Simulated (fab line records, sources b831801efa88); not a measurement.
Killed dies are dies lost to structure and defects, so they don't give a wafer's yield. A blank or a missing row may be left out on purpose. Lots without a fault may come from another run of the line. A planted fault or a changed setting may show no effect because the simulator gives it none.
Which tool did it? | flow sky130 | 10 lots, 30 wafers sampled, at 6 steps of a route of 708

WHAT THE GAUGES READ, wafer by wafer
The record holds no reading of a measuring or inspecting step that can be judged against a usual standard deviation.

WHICH TOOL RAN EACH LOT (tool, then ch and the chambers of the sampled wafers, then the start)
lot  | SKY_VIA1_STRIP_16                    | SKY_METAL2_SPUTTER_01        | SKY_METAL2_STRIP_20                  | SKY_VIA2_ETCH_15                   | SKY_VIA2_STRIP_16                    | SKY_PAD_OPEN_PROBE_99
L234 | plasma_asher-03 ch 1, day 35 02:55   | pvd_sputter-04, day 35 04:10 | plasma_asher-03 ch 0,1, day 36 07:24 | rie_diel-02 ch 0,1,3, day 37 11:16 | plasma_asher-02 ch 0,1, day 37 11:19 | -
L236 | plasma_asher-03 ch 0,1, day 35 09:26 | pvd_sputter-04, day 35 10:43 | plasma_asher-02 ch 0,1, day 36 13:26 | rie_diel-02 ch 0,1,3, day 37 16:30 | plasma_asher-01 ch 0, day 37 16:34   | prober-02, day 47 04:01
L237 | plasma_asher-02 ch 0,1, day 35 19:13 | pvd_sputter-04, day 35 20:31 | plasma_asher-02 ch 0,1, day 36 23:07 | rie_diel-03 ch 0,2,3, day 38 02:13 | plasma_asher-02 ch 0,1, day 38 02:17 | -
L242 | plasma_asher-02 ch 0,1, day 37 05:07 | pvd_sputter-02, day 37 06:38 | plasma_asher-01 ch 0,1, day 38 09:06 | rie_diel-03 ch 1,3, day 39 12:49   | plasma_asher-02 ch 0,1, day 39 12:52 | -
L250 | plasma_asher-03 ch 1, day 40 08:49   | pvd_sputter-01, day 40 10:04 | plasma_asher-01 ch 0,1, day 41 11:25 | rie_diel-03 ch 2,3, day 42 12:40   | plasma_asher-04 ch 0,1, day 42 12:44 | -
L251 | plasma_asher-02 ch 0,1, day 40 10:02 | pvd_sputter-02, day 40 11:17 | plasma_asher-01 ch 0,1, day 41 12:05 | rie_diel-03 ch 0,1,3, day 42 14:13 | plasma_asher-01 ch 0,1, day 42 14:17 | -
L255 | plasma_asher-02 ch 0,1, day 41 07:11 | pvd_sputter-01, day 41 08:29 | plasma_asher-01 ch 0,1, day 42 09:21 | rie_diel-04 ch 0,1,3, day 43 10:39 | plasma_asher-02 ch 0,1, day 43 10:43 | -
L253 | plasma_asher-04 ch 0,1, day 41 09:22 | pvd_sputter-02, day 41 10:40 | plasma_asher-02 ch 0,1, day 42 11:46 | rie_diel-03 ch 1,2,3, day 43 12:37 | plasma_asher-04 ch 0,1, day 43 12:41 | -
L256 | plasma_asher-03 ch 0,1, day 41 13:23 | pvd_sputter-04, day 41 15:33 | plasma_asher-03 ch 0,1, day 42 16:00 | rie_diel-02 ch 2,3, day 43 17:15   | plasma_asher-02 ch 0,1, day 43 17:20 | -
L257 | plasma_asher-03 ch 0,1, day 41 20:38 | pvd_sputter-01, day 41 21:53 | plasma_asher-01 ch 0,1, day 42 22:20 | rie_diel-04 ch 1,2, day 43 22:42   | plasma_asher-01 ch 0,1, day 43 22:46 | -
- SKY_VIA1_STRIP_16: strips in O2/N2.
- SKY_METAL2_SPUTTER_01: material TiN, target thk 20 nm, time 16.7 s.
- SKY_METAL2_STRIP_20: strips in O2/N2.
- SKY_VIA2_ETCH_15: etches SiO2 in C4F8/O2/Ar, stops on TiN, target depth 546 nm, time 84 s.
- SKY_VIA2_STRIP_16: strips in O2/N2.
- SKY_PAD_OPEN_PROBE_99

WHAT THE TOOLS THEMSELVES READ (means of the sampled wafers that have a number; where no wafer has one, the mark that the record gives instead)
SKY_VIA1_STRIP_16. Usual: drypump_motor_current_A 5.6 A, standard deviation 0.38; o2_flow_sccm 3000 sccm, standard deviation 8.8; oes_product_au 0.415 a.u., standard deviation 0.0043; strip_time_to_endpoint_s 4.449 s, standard deviation 0.02.
lot  | tool            | drypump_motor_current_A (A) | o2_flow_sccm (sccm) | oes_product_au (a.u.) | strip_time_to_endpoint_s (s) | flag
L234 | plasma_asher-03 | 6.4                         | 2992                | 0.420                 | 4.452                        |
L236 | plasma_asher-03 | 5.7                         | 3005                | 0.414                 | 4.431                        |
L237 | plasma_asher-02 | 5.4                         | 3007                | 0.415                 | 4.442                        |
L242 | plasma_asher-02 | 5.4                         | 3005                | 0.414                 | 4.450                        |
L250 | plasma_asher-03 | 6.4                         | 2994                | 0.411                 | 4.450                        |
L251 | plasma_asher-02 | 5.4                         | 3005                | 0.413                 | 4.455                        |
L255 | plasma_asher-02 | 5.4                         | 2995                | 0.410                 | 4.466                        |
L253 | plasma_asher-04 | 5.6                         | 2996                | 0.417                 | 4.431                        |
L256 | plasma_asher-03 | 5.7                         | 3002                | 0.412                 | 4.438                        |
L257 | plasma_asher-03 | 6.1                         | 3006                | 0.416                 | 4.462                        |

SKY_METAL2_SPUTTER_01. Usual: throttle_valve_pct 29.8 %, standard deviation 0.86.
lot  | tool           | throttle_valve_pct (%) | flag
L234 | pvd_sputter-04 | 30.8                   |
L236 | pvd_sputter-04 | 30.6                   |
L237 | pvd_sputter-04 | 30.4                   |
L242 | pvd_sputter-02 | 29.9                   |
L250 | pvd_sputter-01 | 29.2                   |
L251 | pvd_sputter-02 | 29.7                   |
L255 | pvd_sputter-01 | 29.6                   |
L253 | pvd_sputter-02 | 29.8                   |
L256 | pvd_sputter-04 | 29.0                   |
L257 | pvd_sputter-01 | 30.6                   |

SKY_METAL2_STRIP_20. Usual: drypump_motor_current_A 5.9 A, standard deviation 0.51; o2_flow_sccm 3000 sccm, standard deviation 8.8; oes_product_au 0.343 a.u., standard deviation 0.0055; strip_time_to_endpoint_s 2.73 s, standard deviation 0.055.
lot  | tool            | drypump_motor_current_A (A) | o2_flow_sccm (sccm) | oes_product_au (a.u.) | strip_time_to_endpoint_s (s) | flag
L234 | plasma_asher-03 | 5.7                         | 3002                | 0.342                 | 2.70                         |
L236 | plasma_asher-02 | 5.4                         | 2998                | 0.347                 | 2.74                         |
L237 | plasma_asher-02 | 5.4                         | 3007                | 0.344                 | 2.71                         |
L242 | plasma_asher-01 | 6.5                         | 2994                | 0.340                 | 2.74                         |
L250 | plasma_asher-01 | 6.4                         | 3000                | 0.345                 | 2.70                         |
L251 | plasma_asher-01 | 6.4                         | 2999                | 0.343                 | 2.69                         |
L255 | plasma_asher-01 | 6.4                         | 3001                | 0.344                 | 2.73                         |
L253 | plasma_asher-02 | 5.4                         | 3005                | 0.347                 | 2.72                         |
L256 | plasma_asher-03 | 6.1                         | 3000                | 0.345                 | 2.75                         |
L257 | plasma_asher-01 | 6.5                         | 3000                | 0.344                 | 2.72                         |

SKY_VIA2_ETCH_15. Usual: oes_product_au 0.940 a.u., standard deviation 0.005; rf_fwd_power_W 1490 W, standard deviation 5.
lot  | tool        | oes_product_au (a.u.) | rf_fwd_power_W (W) | flag
L234 | rie_diel-02 | 0.945                 | 1491               |
L236 | rie_diel-02 | 0.943                 | 1494               |
L237 | rie_diel-03 | 0.940                 | 1491               |
L242 | rie_diel-03 | 0.939                 | 1492               |
L250 | rie_diel-03 | 0.941                 | 1490               |
L251 | rie_diel-03 | 0.933                 | 1249               | OFF
L255 | rie_diel-04 | 0.944                 | 1492               |
L253 | rie_diel-03 | 0.941                 | 1248               | OFF
L256 | rie_diel-02 | 0.941                 | 1488               |
L257 | rie_diel-04 | 0.941                 | 1487               |

SKY_VIA2_STRIP_16. Usual: drypump_motor_current_A 5.9 A, standard deviation 0.46; o2_flow_sccm 3000 sccm, standard deviation 9.1; oes_product_au 0.399 a.u., standard deviation 0.0047; strip_time_to_endpoint_s 4.046 s, standard deviation 0.023.
lot  | tool            | drypump_motor_current_A (A) | o2_flow_sccm (sccm) | oes_product_au (a.u.) | strip_time_to_endpoint_s (s) | flag
L234 | plasma_asher-02 | 5.4                         | 3006                | 0.399                 | 4.063                        |
L236 | plasma_asher-01 | 6.4                         | 3000                | 0.398                 | 4.037                        |
L237 | plasma_asher-02 | 5.4                         | 3010                | 0.403                 | 4.031                        |
L242 | plasma_asher-02 | 5.4                         | 3000                | 0.401                 | 4.053                        |
L250 | plasma_asher-04 | 5.6                         | 2997                | 0.398                 | 4.040                        |
L251 | plasma_asher-01 | 6.4                         | 2989                | 0.402                 | 4.121                        | OFF
L255 | plasma_asher-02 | 5.4                         | 3000                | 0.396                 | 4.050                        |
L253 | plasma_asher-04 | 5.5                         | 2990                | 0.398                 | 4.105                        |
L256 | plasma_asher-02 | 5.4                         | 3006                | 0.401                 | 4.059                        |
L257 | plasma_asher-01 | 6.4                         | 3002                | 0.402                 | 4.028                        |

SKY_PAD_OPEN_PROBE_99. Usual: defect_limited_yield 82.4 %, standard deviation 1.8; killed_at_M0_to_M3 43, standard deviation 6.6; killed_at_M4_up 3.1, standard deviation 1.9; killed_at_contacts 24, standard deviation 5.2; killed_at_front_end 16, standard deviation 4.5; killed_at_other 0.4, standard deviation 0.62; killed_dies 87, standard deviation 9; killed_open 48, standard deviation 7; killed_short 39, standard deviation 6.2; sort_bin_3_pad_short 0.9 %, standard deviation 0.44; sort_bin_5_function 10.3 %, standard deviation 1.3; sort_bin_6_memory 6.5 %, standard deviation 1.1; sort_n_pass 405, standard deviation 9; sort_yield_pct 82.4 %, standard deviation 1.8.
lot  | tool      | defect_limited_yield (%) | killed_at_M0_to_M3 | killed_at_M4_up | killed_at_contacts | killed_at_front_end | killed_at_other | killed_dies | killed_open | killed_short | sort_bin_3_pad_short (%) | sort_bin_5_function (%) | sort_bin_6_memory (%) | sort_n_pass | sort_yield_pct (%) | flag
L236 | prober-02 | 83.3                     | 43                 | 3.0             | 22                 | 13                  | 0.3             | 82          | 47          | 35           | 0.9                      | 10.1                    | 5.8                   | 410         | 83.3               |

THE ANSWER, worked out from the rows above alone
Rule: a lot is off if the mean of its wafers that have a number lies more than 3 standard deviations from the usual mean. A lot without any number at a reading at which 4 lots or more have one is off too. The other lots that the step has rows for count as sound. The gauges are gone through in route order, then the tools' own readings, and for those a lot's mean is taken as printed above. The first step at which some lot is off is used, and at that step the reading that is off furthest; a lot without a number counts as furthest.
Off: L251, L253, at SKY_VIA2_ETCH_15 (rf_fwd_power_W).
A tool fits if, at that step or a process step before it, it ran every lot that is off, and no sound lot after the first of them. Can't be told from this: 2 tools fit, pvd_sputter-02 at SKY_METAL2_SPUTTER_01, rie_diel-03 at SKY_VIA2_ETCH_15.

WHAT THE SIMULATOR HAD PUT IN
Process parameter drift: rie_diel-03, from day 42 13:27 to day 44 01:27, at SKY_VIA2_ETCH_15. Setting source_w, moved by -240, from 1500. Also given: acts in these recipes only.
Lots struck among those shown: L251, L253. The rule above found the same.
